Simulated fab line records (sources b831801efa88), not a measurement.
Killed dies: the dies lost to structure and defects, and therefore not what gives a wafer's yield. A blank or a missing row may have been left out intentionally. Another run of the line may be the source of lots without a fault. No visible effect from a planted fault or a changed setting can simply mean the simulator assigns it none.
fab line records | flow gf180mcu
[record] lots = 12 | wafers = 36 | last_day = 34
route steps=602 shown V4@492 V5@557 TOP_METAL@567 PASSIVATION@590
lots untouched by any fault: they come from a run of this same line in which no faults occurred
start_h: the number of hours between the record's first day and the start of the first shown wafer of the lot | wait_h: hours from the lot's prior step to this one | " same as the row above | L1.1+2: several wafers, shown together as one row | - no value, or no start given | * or withheld: withheld | < > ~ a bound
route shown NAME@n: NAME is a module with steps in the file, n the number in the route of the first one | usual: mean and standard deviation over wafers with no fault | same: alike in all rows | chamber/n: place in a boat | sites: readings site by site | _std_site: the standard deviation of these | _edge_site: inner sites' mean taken away from outer sites' mean | radius_mm: for every site, how far away it sits from the centre of the wafer | mask NAME#n: copy n | behind: the tool/chamber that last shaped the wafer | hold: the reason the lot was held/the length of the hold in hours/how it ended | device: transistor that didn't switch, given as n, p or np | end of line: at the end of the route, the tests of the same wafers | for a step that has no rows: nothing shown but its recipe | killed: at the first sort, the dies lost to defects and structure; wafer yield is something else | map: a wafer's dies, x killed, . not, _ none there
set.NAME: the setting that was run; set.NAME@STEP: the one run at that earlier step | model.NAME: the simulator's own value behind a step, which no gauge read
steps of the route over a sample of lots; a table a step, a row a wafer
services: from which hour (start_h, from the record's first day; less than 0 if before it) a tool's chamber was out of use, for how many hours, and why
[[steps]]
[step GF_V4_ETCH_16]
[recipe] chemistry = N2/H2 | target_depth_a = withheld | overetch_a = withheld | time_s = withheld | target = BARC | ion_energy_ev = 200 | source_w = 500 | bias_w = 100 | pressure_mtorr = 30 | n2_flow_sccm = 100 | h2_flow_sccm = 200
[usual] bias_w = 100.0/0.31 | drypump_motor_current_A = 5.8/0.37 | oes_product_au = 0.856/0.0044 | rf_fwd_power_W = 493.9/2.1 | throttle_valve_pct = 13.226/0.0093
lot.wafer | tool        | chamber | start_h | wait_h | bias_w | drypump_motor_current_A | oes_product_au | rf_fwd_power_W | throttle_valve_pct
L743.3    | rie_diel-01 | 0       | 562.07  | 0.0    | 100.4  | 5.8                     | 0.852          | 492.3          | 13.221
L743.4    | "           | 3       | "       | "      | 100.7  | 5.9                     | 0.858          | 495.3          | 13.232
L743.5    | "           | 2       | "       | "      | 100.0  | 6.2                     | 0.855          | 491.2          | 13.237
L745.2    | rie_diel-02 | 0       | 588.87  | 0.0    | 100.3  | 5.6                     | 0.858          | 498.6          | 13.225
L745.4    | "           | 1       | "       | "      | 99.7   | 5.9                     | 0.848          | 491.0          | 13.223
L745.5    | "           | 0       | "       | "      | 100.3  | 5.6                     | 0.857          | 495.0          | 13.234
L746.2    | rie_diel-04 | 1       | 597.47  | 0.0    | 100.6  | 5.8                     | 0.858          | 493.7          | 13.220
L746.3    | "           | 3       | "       | "      | 99.2   | 5.3                     | 0.862          | 492.5          | 13.224
L746.5    | "           | 1       | "       | "      | 100.4  | 5.8                     | 0.859          | 493.3          | 13.242
L747.3    | rie_diel-04 | 0       | 607.97  | 0.0    | 100.3  | 6.4                     | 0.853          | 499.0          | 13.221
L747.4    | "           | 3       | "       | "      | 99.6   | 5.3                     | 0.853          | 491.0          | 13.232
L747.5    | "           | 3       | "       | "      | 99.6   | 5.3                     | 0.857          | 489.8          | 13.234
L748.2    | rie_diel-02 | 0       | 622.47  | 0.0    | 100.0  | 5.6                     | 0.852          | 497.1          | 13.218
L748.5    | "           | 1       | "       | "      | 100.2  | 5.9                     | 0.857          | 489.1          | 13.247
L748.6    | "           | 2       | "       | "      | 99.5   | 6.1                     | 0.858          | 494.4          | 13.224
L756.2    | rie_diel-02 | 1       | 671.77  | 0.0    | 100.1  | 5.9                     | 0.859          | 491.4          | 13.236
L756.4    | "           | 0       | "       | "      | 100.2  | 5.6                     | 0.856          | 496.5          | 13.228
L756.5    | "           | 1       | "       | "      | 99.9   | 5.9                     | 0.855          | 490.7          | 13.231
L757.2    | rie_diel-02 | 0       | 678.97  | 0.0    | 99.7   | 5.6                     | 0.861          | 495.5          | 13.203
L757.4    | "           | 2       | "       | "      | 99.8   | 6.1                     | 0.849          | 495.8          | 13.220
L757.5    | "           | 0       | "       | "      | 100.0  | 5.6                     | 0.852          | 494.2          | 13.225
L758.1    | rie_diel-01 | 0       | 682.13  | 0.0    | 100.1  | 5.9                     | 0.853          | 493.6          | 13.228
L758.3    | "           | 2       | "       | "      | 100.1  | 6.2                     | 0.853          | 492.7          | 13.212
L758.6    | "           | 1       | "       | "      | 100.3  | 6.3                     | 0.856          | 494.3          | 13.242
L761.2    | rie_diel-04 | 0       | 701.38  | 0.0    | 100.1  | 6.3                     | 0.852          | 495.9          | 13.205
L761.4    | "           | 2       | "       | "      | 100.1  | 5.8                     | 0.857          | 492.5          | 13.207
L761.6    | "           | 3       | "       | "      | 100.3  | 5.3                     | 0.858          | 490.9          | 13.215
L763.1    | rie_diel-01 | 2       | 715.62  | 0.0    | 100.4  | 6.2                     | 0.866          | 493.4          | 13.214
L763.4    | "           | 0       | "       | "      | 100.4  | 5.8                     | 0.859          | 492.0          | 13.216
L763.5    | "           | 1       | "       | "      | 99.9   | 6.3                     | 0.856          | 494.9          | 13.217
L765.2    | rie_diel-01 | 0       | 728.42  | 0.0    | 100.7  | 5.8                     | 0.861          | 494.5          | 13.227
L765.4    | "           | 1       | "       | "      | 100.2  | 6.3                     | 0.851          | 494.7          | 13.233
L765.5    | "           | 1       | "       | "      | 100.4  | 6.3                     | 0.858          | 496.8          | 13.221
L766.1    | rie_diel-02 | 1       | 734.93  | 0.0    | 99.6   | 5.9                     | 0.865          | 493.5          | 13.234
L766.2    | "           | 0       | "       | "      | 100.2  | 5.6                     | 0.855          | 495.5          | 13.231
L766.3    | "           | 3       | "       | "      | 100.4  | 5.0                     | 0.864          | 497.2          | 13.226
[step GF_V5_ETCH_17]
[recipe] chemistry = C4F8/O2/Ar | mask_material = KrF | target = SiO2 | stop_on = TiN | source_w = 1500 | bias_w = 1200 | pressure_mtorr = 40 | c4f8_flow_sccm = withheld | O2_flow_sccm = 6 | Ar_flow_sccm = 300 | time_s = withheld | target_depth_a = 8550
[usual] bias_w = 1201/3.5 | oes_product_au = 0.860/0.0045 | rf_fwd_power_W = 1493/4.6
lot.wafer | tool        | chamber | start_h | wait_h | bias_w | oes_product_au | rf_fwd_power_W
L743.3    | rie_diel-03 | 3       | 630     | -      | 1205   | 0.860          | 1487
L743.4    | "           | 1       | "       | "      | 1205   | 0.871          | 1492
L743.5    | "           | 2       | "       | "      | 1202   | 0.857          | 1489
L745.2    | rie_diel-03 | 3       | 653     | -      | 1199   | 0.858          | 1498
L745.4    | "           | 3       | 654     | -      | 1204   | 0.857          | 1496
L745.5    | "           | 0       | "       | "      | 1205   | 0.861          | 1494
L746.2    | rie_diel-03 | 2       | 660     | -      | 1202   | 0.858          | 1492
L746.3    | "           | 3       | "       | "      | 1194   | 0.863          | 1490
L746.5    | "           | 3       | "       | "      | 1203   | 0.865          | 1488
L747.3    | rie_diel-01 | 0       | 671     | -      | 1198   | 0.863          | 1488
L747.4    | "           | 2       | "       | "      | 1200   | 0.862          | 1491
L747.5    | "           | 0       | "       | "      | 1202   | 0.860          | 1488
L748.2    | rie_diel-01 | 0       | 686     | -      | 1200   | 0.858          | 1490
L748.5    | "           | 1       | "       | "      | 1200   | 0.854          | 1502
L748.6    | "           | 2       | "       | "      | 1202   | 0.858          | 1500
L756.2    | rie_diel-01 | 3       | 731     | -      | 1202   | 0.857          | 1735
L756.4    | "           | 2       | "       | "      | 1202   | 0.863          | 1736
L756.5    | "           | 1       | "       | "      | 1199   | 0.860          | 1739
L757.2    | rie_diel-01 | 1       | 738     | -      | 1199   | 0.855          | 1729
L757.4    | "           | 2       | "       | "      | 1199   | 0.852          | 1730
L757.5    | "           | 1       | "       | "      | 1201   | 0.856          | 1735
L758.1    | rie_diel-02 | 3       | 741     | -      | 1199   | 0.858          | 1498
L758.3    | "           | 2       | "       | "      | 1202   | 0.859          | 1502
L758.6    | "           | 0       | "       | "      | 1201   | 0.861          | 1496
L761.2    | rie_diel-03 | 2       | 760     | -      | 1198   | 0.866          | 1493
L761.4    | "           | 3       | "       | "      | 1202   | 0.865          | 1489
L761.6    | "           | 3       | "       | "      | 1200   | 0.855          | 1496
L763.1    | rie_diel-03 | 0       | 771     | -      | 1197   | 0.854          | 1497
L763.4    | "           | 2       | "       | "      | 1206   | 0.870          | 1489
L763.5    | "           | 2       | "       | "      | 1203   | 0.857          | 1493
L765.2    | rie_diel-03 | 0       | 782     | -      | 1197   | 0.861          | 1495
L765.4    | "           | 3       | "       | "      | 1209   | 0.857          | 1487
L765.5    | "           | 2       | "       | "      | 1197   | 0.857          | 1504
L766.1    | rie_diel-03 | 3       | 787     | -      | 1203   | 0.859          | 1486
L766.2    | "           | 2       | "       | "      | 1204   | 0.858          | 1497
L766.3    | "           | 1       | "       | "      | 1201   | 0.862          | 1488
[step GF_TOP_METAL_SPUTTER_00]
[recipe] material = Ti | target_thk_nm = 37.5 | arriving_ion_energy_ev = 80 | substrate_temp_c = 200 | chamber_pressure_pa = 2 | power_w = 4000 | time_s = 150
[usual] chamber_pressure_pa = 2.000/0.0042 | throttle_valve_pct = 29.6/1.1
lot.wafer | tool           | chamber | start_h | wait_h | chamber_pressure_pa | throttle_valve_pct
L743.3    | pvd_sputter-02 | -       | 631.54  | 0.2    | 1.992               | 28.8
L743.4    | "              | -       | "       | "      | 2.004               | 29.4
L743.5    | "              | -       | "       | "      | 1.993               | 28.8
L745.2    | pvd_sputter-04 | -       | 655.31  | 0.2    | 2.005               | 28.6
L745.4    | "              | -       | "       | "      | 2.006               | 27.1
L745.5    | "              | -       | "       | "      | 2.000               | 31.0
L746.2    | pvd_sputter-03 | -       | 662.25  | 0.2    | 1.999               | 30.3
L746.3    | "              | -       | "       | "      | 2.001               | 30.8
L746.5    | "              | -       | "       | "      | 2.005               | 30.5
L747.3    | pvd_sputter-03 | -       | 672.68  | 0.2    | 2.001               | 29.7
L747.4    | "              | -       | "       | "      | 2.000               | 30.7
L747.5    | "              | -       | "       | "      | 2.001               | 29.6
L748.2    | pvd_sputter-03 | -       | 687.70  | 0.1    | 2.001               | 30.8
L748.5    | "              | -       | "       | "      | 2.000               | 30.3
L748.6    | "              | -       | "       | "      | 2.003               | 30.7
L756.2    | pvd_sputter-02 | -       | 733.29  | 0.1    | 2.001               | 28.8
L756.4    | "              | -       | "       | "      | 2.004               | 30.8
L756.5    | "              | -       | "       | "      | 2.003               | 29.0
L757.2    | pvd_sputter-04 | -       | 739.71  | 0.1    | 2.002               | 30.0
L757.4    | "              | -       | "       | "      | 2.001               | 30.8
L757.5    | "              | -       | "       | "      | 1.994               | 27.5
L758.1    | pvd_sputter-02 | -       | 742.75  | 0.2    | 2.002               | 31.1
L758.3    | "              | -       | "       | "      | 2.008               | 29.0
L758.6    | "              | -       | "       | "      | 2.003               | 28.7
L761.2    | pvd_sputter-04 | -       | 761.80  | 0.1    | 1.995               | 30.0
L761.4    | "              | -       | "       | "      | 2.005               | 28.8
L761.6    | "              | -       | "       | "      | 2.008               | 30.8
L763.1    | pvd_sputter-04 | -       | 772.71  | 0.1    | 2.001               | 27.5
L763.4    | "              | -       | "       | "      | 1.995               | 28.7
L763.5    | "              | -       | "       | "      | 2.001               | 31.0
L765.2    | pvd_sputter-02 | -       | 783.63  | 0.2    | 2.001               | 28.6
L765.4    | "              | -       | "       | "      | 2.004               | 30.8
L765.5    | "              | -       | "       | "      | 2.002               | 31.0
L766.1    | pvd_sputter-02 | -       | 788.83  | 0.2    | 1.999               | 28.0
L766.2    | "              | -       | "       | "      | 2.001               | 30.9
L766.3    | "              | -       | "       | "      | 2.005               | 28.8
[step GF_PASSIVATION_THK_MEAS_03]
[recipe] reads = Si3N4_of_PASSIVATION_CVD_02
[usual] PASSIVATION_CVD_02_THK = 703/8.1
lot.wafer | tool          | chamber | start_h | wait_h | PASSIVATION_CVD_02_THK[nm]
L743.3    | film_metro-04 | -       | 653.29  | 0.2    | 693
L743.4    | "             | -       | "       | "      | 709
L743.5    | "             | -       | "       | "      | 715
L745.2    | film_metro-03 | -       | 675.77  | 0.2    | 708
L745.4    | "             | -       | "       | "      | 721
L745.5    | "             | -       | "       | "      | 712
L746.2    | film_metro-04 | -       | 683.03  | 0.2    | 693
L746.3    | "             | -       | "       | "      | 693
L746.5    | "             | -       | "       | "      | 705
L747.3    | film_metro-03 | -       | 693.70  | 0.2    | 695
L747.4    | "             | -       | "       | "      | 712
L747.5    | "             | -       | "       | "      | 716
L748.2    | film_metro-03 | -       | 708.22  | 0.2    | 703
L748.5    | "             | -       | "       | "      | 716
L748.6    | "             | -       | "       | "      | 712
L756.2    | film_metro-03 | -       | 751.18  | 0.2    | 692
L756.4    | "             | -       | "       | "      | 710
L756.5    | "             | -       | "       | "      | 712
L757.2    | film_metro-01 | -       | 758.19  | 0.2    | 699
L757.4    | "             | -       | "       | "      | 710
L757.5    | "             | -       | "       | "      | 697
L758.1    | film_metro-04 | -       | 760.17  | 0.1    | 698
L758.3    | "             | -       | "       | "      | 693
L758.6    | "             | -       | "       | "      | 706
L761.2    | film_metro-01 | -       | 779.83  | 0.2    | 692
L761.4    | "             | -       | "       | "      | 700
L761.6    | "             | -       | "       | "      | 705
L763.1    | film_metro-01 | -       | 789.72  | 0.1    | 692
L763.4    | "             | -       | "       | "      | 714
L763.5    | "             | -       | "       | "      | 717
L765.2    | film_metro-04 | -       | 800.96  | 0.2    | 703
L765.4    | "             | -       | "       | "      | 699
L765.5    | "             | -       | "       | "      | 703
L766.1    | film_metro-01 | -       | 804.51  | 0.1    | 690
L766.2    | "             | -       | "       | "      | 706
L766.3    | "             | -       | "       | "      | 696
[[services]]
tool           | chamber | start_h | hours | kind
rie_diel-04    | 0       | 543.39  | 9.4   | repair
rie_diel-02    | 1       | 553.04  | 2.0   | repair
rie_diel-01    | 1       | 561.30  | -     | clean
rie_diel-01    | 1       | 561.30  | 19.7  | scheduled_down
rie_diel-01    | 1       | 561.30  | 19.7  | vent_cycle
rie_diel-01    | 3       | 611.54  | 7.9   | repair
rie_diel-03    | 1       | 631.80  | 7.1   | repair
rie_diel-03    | 1       | 638.96  | -     | clean
rie_diel-03    | 1       | 638.96  | 26.0  | scheduled_down
rie_diel-03    | 1       | 638.96  | 26.0  | vent_cycle
rie_diel-04    | -       | 639.81  | 14.6  | pm
rie_diel-01    | 0       | 650.69  | 8.6   | repair
rie_diel-01    | 1       | 660.50  | 6.0   | repair
rie_diel-02    | 3       | 666.29  | 6.8   | repair
rie_diel-03    | 1       | 668.93  | 5.3   | repair
pvd_sputter-03 | -       | 673.17  | 1.8   | repair
rie_diel-03    | 3       | 684.38  | 1.8   | repair
rie_diel-03    | 0       | 699.13  | 2.4   | repair
pvd_sputter-03 | -       | 738.90  | 6.7   | repair
pvd_sputter-04 | -       | 747.88  | 2.6   | repair
rie_diel-01    | 0       | 755.56  | 6.4   | repair
rie_diel-04    | 0       | 762.20  | 6.8   | repair
rie_diel-01    | 0       | 762.34  | 4.1   | repair
rie_diel-01    | 1       | 764.01  | 7.1   | repair
[[key]]
[first_sign] step = GF_V5_ETCH_17 | reading = rf_fwd_power_W | direction = up | sigmas = 52 | usual = 1493 | struck = 1734
effect none on later readings
met_at GF_V5_ETCH_17
struck_lots L756,L757
not_acting_at GF_V4_ETCH_16,GF_TOP_METAL_SPUTTER_00,GF_PASSIVATION_THK_MEAS_03
onset_between 686 731
[fault] kind = process_parameter_drift | tool = rie_diel-01 | chamber = - | onset_h = 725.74 | steps = GF_V5_ETCH_17 | channel = source_w | offset = 240 | shape = step | end_h = 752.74 | acts_in = these_recipes_only | stated = 1500
